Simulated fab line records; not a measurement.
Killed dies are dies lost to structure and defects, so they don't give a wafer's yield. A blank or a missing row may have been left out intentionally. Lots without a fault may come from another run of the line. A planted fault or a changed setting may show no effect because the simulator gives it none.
What tool caused it? || flow gf180mcu || 39 wafers from 13 lots sampled at 4 of the route's 602 steps

WHAT THE GAUGES SHOWED, per wafer
GF_MVSD_OVL_MEAS_07. Usual: MVSD_OVL 0.5 nm, standard deviation 1.
{"lot": "L770", "measured": "day 4 14:35", "on": "overlay-01", "MVSD_OVL (nm)": "-0.1 1.1 1.1", "flag": ""}
{"lot": "L771", "measured": "day 5 03:53", "on": "overlay-01", "MVSD_OVL (nm)": "1.1 0.1 0.4", "flag": ""}
{"lot": "L773", "measured": "day 5 10:11", "on": "overlay-01", "MVSD_OVL (nm)": "1.5 0.2 0.0", "flag": ""}
{"lot": "L772", "measured": "day 5 11:32", "on": "overlay-02", "MVSD_OVL (nm)": "2.3 0.0 1.4", "flag": ""}
{"lot": "L775", "measured": "day 5 20:26", "on": "overlay-01", "MVSD_OVL (nm)": "1.1 -0.3 1.0", "flag": ""}
{"lot": "L776", "measured": "day 6 05:40", "on": "overlay-02", "MVSD_OVL (nm)": "-0.7 -0.5 -0.9", "flag": ""}
{"lot": "L778", "measured": "day 6 12:14", "on": "overlay-01", "MVSD_OVL (nm)": "1.2 0.5 -0.1", "flag": ""}
{"lot": "L779", "measured": "day 6 19:59", "on": "overlay-01", "MVSD_OVL (nm)": "1.3 0.6 -1.7", "flag": ""}
{"lot": "L783", "measured": "day 8 02:10", "on": "overlay-01", "MVSD_OVL (nm)": "0.1 0.4 0.4", "flag": ""}
{"lot": "L787", "measured": "day 8 19:08", "on": "overlay-02", "MVSD_OVL (nm)": "-0.5 -0.5 -1.0", "flag": ""}
{"lot": "L790", "measured": "day 9 10:34", "on": "overlay-02", "MVSD_OVL (nm)": "0.1 1.9 2.4", "flag": ""}
{"lot": "L791", "measured": "day 9 17:34", "on": "overlay-02", "MVSD_OVL (nm)": "-0.6 -0.7 -0.9", "flag": ""}
{"lot": "L792", "measured": "day 9 22:32", "on": "overlay-02", "MVSD_OVL (nm)": "1.4 1.3 1.5", "flag": ""}

GF_VT_IMPLANT_OVL_MEAS_07. Usual: VT_IMPLANT_OVL -0.5 nm, standard deviation 1.3.
{"lot": "L770", "measured": "day 5 19:08", "on": "overlay-02", "VT_IMPLANT_OVL (nm)": "-0.2 -0.9 -0.2", "flag": ""}
{"lot": "L771", "measured": "day 6 08:10", "on": "overlay-01", "VT_IMPLANT_OVL (nm)": "0.3 -0.5 0.0", "flag": ""}
{"lot": "L773", "measured": "day 6 15:11", "on": "overlay-01", "VT_IMPLANT_OVL (nm)": "-1.2 -0.8 0.4", "flag": ""}
{"lot": "L772", "measured": "day 6 16:23", "on": "overlay-01", "VT_IMPLANT_OVL (nm)": "1.3 0.0 -0.2", "flag": ""}
{"lot": "L775", "measured": "day 7 03:13", "on": "overlay-01", "VT_IMPLANT_OVL (nm)": "1.1 0.5 0.6", "flag": ""}
{"lot": "L776", "measured": "day 7 12:06", "on": "overlay-02", "VT_IMPLANT_OVL (nm)": "1.1 0.4 1.2", "flag": ""}
{"lot": "L778", "measured": "day 7 19:30", "on": "overlay-01", "VT_IMPLANT_OVL (nm)": "1.2 -0.9 -0.1", "flag": ""}
{"lot": "L779", "measured": "day 8 05:04", "on": "overlay-02", "VT_IMPLANT_OVL (nm)": "-3.6 -3.4 -2.9", "flag": ""}
{"lot": "L783", "measured": "day 9 12:14", "on": "overlay-02", "VT_IMPLANT_OVL (nm)": "-2.5 -2.1 -2.3", "flag": ""}
{"lot": "L787", "measured": "day 10 05:43", "on": "overlay-02", "VT_IMPLANT_OVL (nm)": "-0.8 -1.3 -0.2", "flag": ""}
{"lot": "L790", "measured": "day 10 21:52", "on": "overlay-01", "VT_IMPLANT_OVL (nm)": "1.2 0.2 -0.2", "flag": ""}
{"lot": "L791", "measured": "day 11 05:55", "on": "overlay-02", "VT_IMPLANT_OVL (nm)": "-1.6 0.3 0.9", "flag": ""}
{"lot": "L792", "measured": "day 11 10:50", "on": "overlay-02", "VT_IMPLANT_OVL (nm)": "-0.3 -0.8 0.8", "flag": ""}

WHICH TOOL RAN EACH LOT (tool, then ch and the chambers of the sampled wafers, then the start)
{"lot": "L770", "GF_DNWELL_EXPOSE_04": "iline stepper-02 ch 0, day 2 18:06", "GF_DNWELL_STRIP_08": "plasma asher-02 ch 0,1, day 3 00:25"}
{"lot": "L771", "GF_DNWELL_EXPOSE_04": "iline stepper-01 ch 0, day 3 04:37", "GF_DNWELL_STRIP_08": "plasma asher-02 ch 0, day 3 10:44"}
{"lot": "L773", "GF_DNWELL_EXPOSE_04": "iline stepper-01 ch 0, day 3 10:23", "GF_DNWELL_STRIP_08": "plasma asher-01 ch 0,1, day 3 17:08"}
{"lot": "L772", "GF_DNWELL_EXPOSE_04": "iline stepper-02 ch 0, day 3 10:59", "GF_DNWELL_STRIP_08": "plasma asher-04 ch 0,1, day 3 17:29"}
{"lot": "L775", "GF_DNWELL_EXPOSE_04": "iline stepper-02 ch 0, day 3 20:30", "GF_DNWELL_STRIP_08": "plasma asher-04 ch 1, day 4 03:11"}
{"lot": "L776", "GF_DNWELL_EXPOSE_04": "iline stepper-01 ch 0, day 4 04:32", "GF_DNWELL_STRIP_08": "plasma asher-02 ch 0,1, day 4 11:44"}
{"lot": "L778", "GF_DNWELL_EXPOSE_04": "iline stepper-01 ch 0, day 4 10:57", "GF_DNWELL_STRIP_08": "plasma asher-02 ch 0,1, day 4 17:32"}
{"lot": "L779", "GF_DNWELL_EXPOSE_04": "iline stepper-02 ch 0, day 4 17:09", "GF_DNWELL_STRIP_08": "plasma asher-01 ch 0,1, day 5 00:05"}
{"lot": "L783", "GF_DNWELL_EXPOSE_04": "iline stepper-02 ch 0, day 5 19:19", "GF_DNWELL_STRIP_08": "plasma asher-01 ch 0,1, day 6 02:53"}
{"lot": "L787", "GF_DNWELL_EXPOSE_04": "iline stepper-02 ch 0, day 6 11:47", "GF_DNWELL_STRIP_08": "plasma asher-01 ch 1, day 6 19:20"}
{"lot": "L790", "GF_DNWELL_EXPOSE_04": "iline stepper-02 ch 0, day 7 01:14", "GF_DNWELL_STRIP_08": "plasma asher-04 ch 0,1, day 7 08:53"}
{"lot": "L791", "GF_DNWELL_EXPOSE_04": "iline stepper-01 ch 0, day 7 06:18", "GF_DNWELL_STRIP_08": "plasma asher-01 ch 0,1, day 7 13:59"}
{"lot": "L792", "GF_DNWELL_EXPOSE_04": "iline stepper-01 ch 0, day 7 11:47", "GF_DNWELL_STRIP_08": "plasma asher-01 ch 0,1, day 7 19:41"}
- GF_DNWELL_EXPOSE_04: exposes mask DNWELL, target cd 1700 nm.
- GF_DNWELL_STRIP_08: strips in O2/N2.

AS READ BY THE TOOLS THEMSELVES (means over the sampled wafers that have a number; for cases with no such wafer, the mark the record gives instead)
GF_DNWELL_EXPOSE_04. Usual: focus offset nm at -0.1 nm, with a standard deviation of 0.48.
{"lot": "L770", "tool": "iline stepper-02", "focus offset nm (nm)": 0.5, "flag": ""}
{"lot": "L771", "tool": "iline stepper-01", "focus offset nm (nm)": 0.2, "flag": ""}
{"lot": "L773", "tool": "iline stepper-01", "focus offset nm (nm)": -0.1, "flag": ""}
{"lot": "L772", "tool": "iline stepper-02", "focus offset nm (nm)": -0.2, "flag": ""}
{"lot": "L775", "tool": "iline stepper-02", "focus offset nm (nm)": 0.3, "flag": ""}
{"lot": "L776", "tool": "iline stepper-01", "focus offset nm (nm)": -0.3, "flag": ""}
{"lot": "L778", "tool": "iline stepper-01", "focus offset nm (nm)": -0.6, "flag": ""}
{"lot": "L779", "tool": "iline stepper-02", "focus offset nm (nm)": -0.2, "flag": ""}
{"lot": "L783", "tool": "iline stepper-02", "focus offset nm (nm)": -0.1, "flag": ""}
{"lot": "L787", "tool": "iline stepper-02", "focus offset nm (nm)": 0.2, "flag": ""}
{"lot": "L790", "tool": "iline stepper-02", "focus offset nm (nm)": -0.4, "flag": ""}
{"lot": "L791", "tool": "iline stepper-01", "focus offset nm (nm)": -0.0, "flag": ""}
{"lot": "L792", "tool": "iline stepper-01", "focus offset nm (nm)": 0.3, "flag": ""}

GF_DNWELL_STRIP_08. Usual: drypump motor current A 5.7 A, standard deviation 0.34; heater power w 369 W, standard deviation 64; oes product au 0.722 a.u., standard deviation 0.0043; strip time to endpoint s 36.99 s, standard deviation 0.099.
{"lot": "L770", "tool": "plasma asher-02", "drypump motor current A (A)": 5.5, "heater power w (W)": 318, "oes product au (a.u.)": 0.722, "strip time to endpoint s (s)": 36.92, "flag": ""}
{"lot": "L771", "tool": "plasma asher-02", "drypump motor current A (A)": 6.0, "heater power w (W)": 302, "oes product au (a.u.)": 0.721, "strip time to endpoint s (s)": 37.00, "flag": ""}
{"lot": "L773", "tool": "plasma asher-01", "drypump motor current A (A)": 5.8, "heater power w (W)": 432, "oes product au (a.u.)": 0.721, "strip time to endpoint s (s)": 36.98, "flag": ""}
{"lot": "L772", "tool": "plasma asher-04", "drypump motor current A (A)": 5.5, "heater power w (W)": 349, "oes product au (a.u.)": 0.721, "strip time to endpoint s (s)": 37.05, "flag": ""}
{"lot": "L775", "tool": "plasma asher-04", "drypump motor current A (A)": 5.4, "heater power w (W)": 358, "oes product au (a.u.)": 0.723, "strip time to endpoint s (s)": 36.91, "flag": ""}
{"lot": "L776", "tool": "plasma asher-02", "drypump motor current A (A)": 5.5, "heater power w (W)": 316, "oes product au (a.u.)": 0.723, "strip time to endpoint s (s)": 37.03, "flag": ""}
{"lot": "L778", "tool": "plasma asher-02", "drypump motor current A (A)": 5.5, "heater power w (W)": 319, "oes product au (a.u.)": 0.729, "strip time to endpoint s (s)": 36.88, "flag": ""}
{"lot": "L779", "tool": "plasma asher-01", "drypump motor current A (A)": 5.8, "heater power w (W)": 430, "oes product au (a.u.)": 0.725, "strip time to endpoint s (s)": 36.81, "flag": ""}
{"lot": "L783", "tool": "plasma asher-01", "drypump motor current A (A)": 5.8, "heater power w (W)": 423, "oes product au (a.u.)": 0.718, "strip time to endpoint s (s)": 37.12, "flag": ""}
{"lot": "L787", "tool": "plasma asher-01", "drypump motor current A (A)": 6.2, "heater power w (W)": 341, "oes product au (a.u.)": 0.723, "strip time to endpoint s (s)": 36.90, "flag": ""}
{"lot": "L790", "tool": "plasma asher-04", "drypump motor current A (A)": 5.5, "heater power w (W)": 359, "oes product au (a.u.)": 0.717, "strip time to endpoint s (s)": 36.86, "flag": ""}
{"lot": "L791", "tool": "plasma asher-01", "drypump motor current A (A)": 6.0, "heater power w (W)": 387, "oes product au (a.u.)": 0.722, "strip time to endpoint s (s)": 37.06, "flag": ""}
{"lot": "L792", "tool": "plasma asher-01", "drypump motor current A (A)": 6.0, "heater power w (W)": 386, "oes product au (a.u.)": 0.724, "strip time to endpoint s (s)": 37.01, "flag": ""}

THE ANSWER, worked out from the rows above alone
Rule: a lot is off if the mean of its wafers that have a number lies more than 3 standard deviations from the usual mean. A lot without any number at a reading at which 4 lots or more have one is off too. The other lots that the step has rows for count as sound. First the gauges in route order, then the tools' own readings, where a lot's mean is used as printed above. The first step at which some lot is off is used, and at that step the reading that is off furthest; a lot without a number counts as furthest.
No lot is off at any reading shown: from this, nothing can be told.

WHAT THE SIMULATOR PUT IN
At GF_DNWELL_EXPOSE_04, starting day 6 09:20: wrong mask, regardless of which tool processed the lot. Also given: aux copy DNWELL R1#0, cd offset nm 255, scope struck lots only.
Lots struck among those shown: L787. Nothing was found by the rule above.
